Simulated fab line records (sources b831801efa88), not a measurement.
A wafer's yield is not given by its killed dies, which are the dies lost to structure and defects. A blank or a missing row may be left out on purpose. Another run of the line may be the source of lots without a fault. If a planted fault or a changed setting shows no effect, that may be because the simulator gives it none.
Which tool did it? | flow sky130 | 10 lots, 28 wafers sampled, at 7 steps of a route of 708

WHAT THE GAUGES READ, wafer by wafer
SKY_LI_CONTACT_RS_MEAS_22: uses a four-point probe to measure. Usual: LI_CONTACT_W_RS typically reads 0.285 ohm/sq, with standard deviation 0.0031.
lot  | measured     | on            | LI_CONTACT_W_RS (ohm/sq) | flag
L326 | day 29 20:38 | film_metro-02 | 0.280 0.281 0.281        |
L328 | day 30 23:22 | film_metro-02 | 0.285 0.288 0.286        |
L331 | day 32 08:40 | film_metro-03 | 0.278 0.256 0.280        | OFF
L333 | day 33 02:23 | film_metro-02 | 0.253                    | OFF
L335 | day 33 07:23 | film_metro-03 | 0.285 0.285 0.293        |
L338 | day 33 20:05 | film_metro-03 | 0.286 0.284 0.283        |
L340 | day 34 13:26 | film_metro-04 | 0.283 0.287 0.286        |
L344 | day 35 12:07 | film_metro-03 | 0.286 0.286 0.286        |
L345 | day 35 16:44 | film_metro-03 | 0.281 0.289 0.286        |
L348 | day 36 16:44 | film_metro-04 | 0.284 0.286 0.286        |

SKY_LI_CONTACT_THK_MEAS_23: measures by xrf. Usual: LI_CONTACT_W_THK typically reads 413 nm, with standard deviation 7.9.
lot  | measured     | on            | LI_CONTACT_W_THK (nm) | flag
L326 | day 29 20:46 | film_metro-02 | 406 405 409           |
L328 | day 30 23:29 | film_metro-02 | 400 404 401           |
L331 | day 32 08:47 | film_metro-03 | 433 471 428           | OFF
L333 | day 33 02:27 | film_metro-02 | 456                   | OFF
L335 | day 33 07:29 | film_metro-03 | 417 417 406           |
L338 | day 33 20:11 | film_metro-03 | 413 420 420           |
L340 | day 34 13:34 | film_metro-04 | 414 410 407           |
L344 | day 35 12:14 | film_metro-03 | 418 420 416           |
L345 | day 35 16:52 | film_metro-03 | 423 413 420           |
L348 | day 36 16:49 | film_metro-04 | 414 414 409           |

SKY_LOCAL_INTERCONNECT_THK_MEAS_02: measures by xrf. Usual: LOCAL_INTERCONNECT_TIN_THK typically reads 99.6 nm, with standard deviation 1.1.
lot  | measured     | on            | LOCAL_INTERCONNECT_TIN_THK (nm) | flag
L326 | day 29 21:18 | film_metro-01 | 101.0 100.4 100.7               |
L328 | day 31 00:02 | film_metro-01 | 99.8 99.2 98.8                  |
L331 | day 32 09:35 | film_metro-01 | 99.6 99.6 101.1                 |
L333 | day 33 03:03 | film_metro-01 | 99.3                            |
L335 | day 33 08:02 | film_metro-01 | 99.6 99.6 99.6                  |
L338 | day 33 20:44 | film_metro-01 | 98.6 98.2 98.9                  |
L340 | day 34 14:06 | film_metro-01 | 99.3 100.4 99.1                 |
L344 | day 35 12:47 | film_metro-03 | 98.6 97.9 97.8                  |
L345 | day 35 17:24 | film_metro-03 | 98.6 97.4 98.0                  |
L348 | day 36 17:22 | film_metro-04 | 100.2 99.7 100.5                |

EACH LOT AND THE TOOL THAT RAN IT (in order: tool; ch and the chambers of the sampled wafers; start)
lot  | SKY_LI_CONTACT_ETCH_15             | SKY_LI_CONTACT_STRIP_16              | SKY_LI_CONTACT_CVD_21         | SKY_LI_CONTACT_CMP_24
L326 | rie_diel-03 ch 0,1, day 29 19:59   | plasma_asher-03 ch 0,1, day 29 20:04 | cvd_w-01 ch 1, day 29 20:31   | cmp-02 ch 1,2, day 29 20:49
L328 | rie_diel-01 ch 0,3, day 30 22:44   | plasma_asher-01 ch 0,1, day 30 22:49 | cvd_w-01 ch 0,1, day 30 23:15 | cmp-01 ch 0,1, day 30 23:33
L331 | rie_diel-03 ch 0,1,3, day 32 08:02 | plasma_asher-04 ch 0,1, day 32 08:07 | cvd_w-01 ch 0,1, day 32 08:33 | cmp-01 ch 0,1,3, day 32 09:06
L333 | rie_diel-02 ch 2, day 33 01:38     | plasma_asher-01 ch 0, day 33 01:44   | cvd_w-01 ch 1, day 33 02:14   | cmp-01 ch 1, day 33 02:46
L335 | rie_diel-02 ch 0,1,2, day 33 06:43 | plasma_asher-04 ch 0,1, day 33 06:48 | cvd_w-02 ch 0,1, day 33 07:14 | cmp-01 ch 0,1,2, day 33 07:35
L338 | rie_diel-02 ch 2,3, day 33 19:25   | plasma_asher-04 ch 0, day 33 19:30   | cvd_w-02 ch 0,1, day 33 19:56 | cmp-01 ch 1,2,3, day 33 20:14
L340 | rie_diel-01 ch 0,1,3, day 34 12:48 | plasma_asher-03 ch 0,1, day 34 12:53 | cvd_w-02 ch 0,1, day 34 13:19 | cmp-01 ch 0,1,3, day 34 13:37
L344 | rie_diel-02 ch 1,2, day 35 11:29   | plasma_asher-03 ch 0,1, day 35 11:34 | cvd_w-01 ch 0,1, day 35 12:00 | cmp-02 ch 1,2, day 35 12:21
L345 | rie_diel-01 ch 1,2, day 35 16:05   | plasma_asher-01 ch 0,1, day 35 16:10 | cvd_w-01 ch 0,1, day 35 16:37 | cmp-01 ch 0,1, day 35 16:55
L348 | rie_diel-01 ch 0,1,2, day 36 15:53 | plasma_asher-04 ch 0,1, day 36 16:00 | cvd_w-01 ch 1, day 36 16:32   | cmp-01 ch 0,1,2, day 36 17:00
- SKY_LI_CONTACT_ETCH_15: etches PSG in C4F8/O2/Ar, stops on Si, target depth 600 nm.
- SKY_LI_CONTACT_STRIP_16: strips in O2/N2.
- SKY_LI_CONTACT_CVD_21: deposits W, target thk 400 nm, time 120.56 s.
- SKY_LI_CONTACT_CMP_24: polishes, stops on PSG, t overpolish 20 s, target thk 0 nm.

AS READ BY THE TOOLS THEMSELVES (means over the sampled wafers that have a number; for cases with no such wafer, the mark the record gives instead)
SKY_LI_CONTACT_ETCH_15. Usual: chamber_pressure_mTorr 40.00 mTorr, standard deviation 0.042; oes_product_au 0.837 a.u., standard deviation 0.0047.
lot  | tool        | chamber_pressure_mTorr (mTorr) | oes_product_au (a.u.) | flag
L326 | rie_diel-03 | 39.99                          | 0.837                 |
L328 | rie_diel-01 | 39.97                          | 0.834                 |
L331 | rie_diel-03 | 40.01                          | 0.835                 |
L333 | rie_diel-02 | 39.98                          | 0.844                 |
L335 | rie_diel-02 | 39.99                          | 0.844                 |
L338 | rie_diel-02 | 40.01                          | 0.832                 |
L340 | rie_diel-01 | 40.00                          | 0.834                 |
L344 | rie_diel-02 | 40.06                          | 0.833                 |
L345 | rie_diel-01 | 40.05                          | 0.833                 |
L348 | rie_diel-01 | 40.03                          | 0.839                 |

SKY_LI_CONTACT_STRIP_16. Usual: chamber_pressure_mTorr 1500.0 mTorr, standard deviation 1.3; drypump_motor_current_A 5.7 A, standard deviation 0.31; o2_flow_sccm 3002 sccm, standard deviation 7.3; oes_product_au 0.375 a.u., standard deviation 0.005; strip_time_to_endpoint_s 3.494 s, standard deviation 0.03.
lot  | tool            | chamber_pressure_mTorr (mTorr) | drypump_motor_current_A (A) | o2_flow_sccm (sccm) | oes_product_au (a.u.) | strip_time_to_endpoint_s (s) | flag
L326 | plasma_asher-03 | 1499.9                         | 5.7                         | 2997                | 0.369                 | 3.471                        |
L328 | plasma_asher-01 | 1499.1                         | 6.0                         | 3004                | 0.379                 | 3.547                        |
L331 | plasma_asher-04 | 1500.6                         | 5.6                         | 3003                | 0.373                 | 3.466                        |
L333 | plasma_asher-01 | 1502.3                         | 6.3                         | 3004                | 0.373                 | 3.454                        |
L335 | plasma_asher-04 | 1499.5                         | 5.6                         | 2998                | 0.376                 | 3.501                        |
L338 | plasma_asher-04 | 1501.6                         | 5.7                         | 3004                | 0.374                 | 3.489                        |
L340 | plasma_asher-03 | 1499.1                         | 5.8                         | 3006                | 0.375                 | 3.509                        |
L344 | plasma_asher-03 | 1499.3                         | 5.7                         | 2997                | 0.377                 | 3.474                        |
L345 | plasma_asher-01 | 1499.2                         | 6.0                         | 3000                | 0.374                 | 3.495                        |
L348 | plasma_asher-04 | 1499.4                         | 5.6                         | 3013                | 0.370                 | 3.486                        |

SKY_LI_CONTACT_CVD_21. Usual: chamber_pressure_Torr 39.99 Torr, standard deviation 0.093; heater_power_w 816 W, standard deviation 38; susceptor_temp_C 399.97 C, standard deviation 0.24.
lot  | tool     | chamber_pressure_Torr (Torr) | heater_power_w (W) | susceptor_temp_C (C) | flag
L326 | cvd_w-01 | 39.90                        | 832                | 399.74               |
L328 | cvd_w-01 | 40.08                        | 824                | 399.81               |
L331 | cvd_w-01 | 40.03                        | 783                | 401.87               | OFF
L333 | cvd_w-01 | 40.01                        | 879                | 406.35               | OFF
L335 | cvd_w-02 | 40.01                        | 825                | 400.03               |
L338 | cvd_w-02 | 39.87                        | 840                | 399.88               |
L340 | cvd_w-02 | 39.95                        | 843                | 399.98               |
L344 | cvd_w-01 | 40.00                        | 802                | 399.81               |
L345 | cvd_w-01 | 39.96                        | 789                | 399.75               |
L348 | cvd_w-01 | 40.07                        | 857                | 399.96               |

SKY_LI_CONTACT_CMP_24. Usual: edge_zone_pressure_frac 0.999, standard deviation 0.005; motor_current_A 11.3 A, standard deviation 1.4; platen_rpm 60.00 rpm, standard deviation 0.042; time_to_endpoint_s 97 s, standard deviation 3.8.
lot  | tool   | edge_zone_pressure_frac | motor_current_A (A) | platen_rpm (rpm) | time_to_endpoint_s (s) | flag
L326 | cmp-02 | 1.000                   | 12.1                | 60.04            | 97                     |
L328 | cmp-01 | 0.999                   | 10.9                | 60.01            | 100                    |
L331 | cmp-01 | 0.990                   | 10.3                | 59.98            | 105                    |
L333 | cmp-01 | 0.999                   | 12.3                | 60.05            | 112                    | OFF
L335 | cmp-01 | 0.992                   | 11.1                | 59.98            | 94                     |
L338 | cmp-01 | 0.997                   | 11.2                | 59.98            | 100                    |
L340 | cmp-01 | 1.002                   | 10.0                | 60.00            | 99                     |
L344 | cmp-02 | 1.000                   | 12.7                | 59.98            | 99                     |
L345 | cmp-01 | 1.000                   | 10.2                | 59.99            | 98                     |
L348 | cmp-01 | 1.000                   | 11.2                | 60.00            | 98                     |

THE ANSWER, worked out from the rows above alone
Rule: lot off if the mean of its wafers having a number is beyond 3 standard deviations from the usual mean. Also off: a lot with no number at a reading for which 4 or more lots have one. All remaining lots with rows at the step are treated as sound. The gauges are gone through in route order, then the tools' own readings, and for those a lot's mean is taken as printed above. At the first step where some lot is off, the reading lying furthest off is the one used; lots without a number count as furthest.
Off: L331, L333, at SKY_LI_CONTACT_RS_MEAS_22 (LI_CONTACT_W_RS).
A tool fits if, at a process step before that reading, it ran every lot that is off, and no sound lot after the first of them. Not tried: the gauges at SKY_LI_CONTACT_RS_MEAS_22; whatever is off there is also off at SKY_LI_CONTACT_CVD_21, on other tools, and gauge error can't account for it. No candidate that was tried fits.

WHAT THE SIMULATOR PUT IN
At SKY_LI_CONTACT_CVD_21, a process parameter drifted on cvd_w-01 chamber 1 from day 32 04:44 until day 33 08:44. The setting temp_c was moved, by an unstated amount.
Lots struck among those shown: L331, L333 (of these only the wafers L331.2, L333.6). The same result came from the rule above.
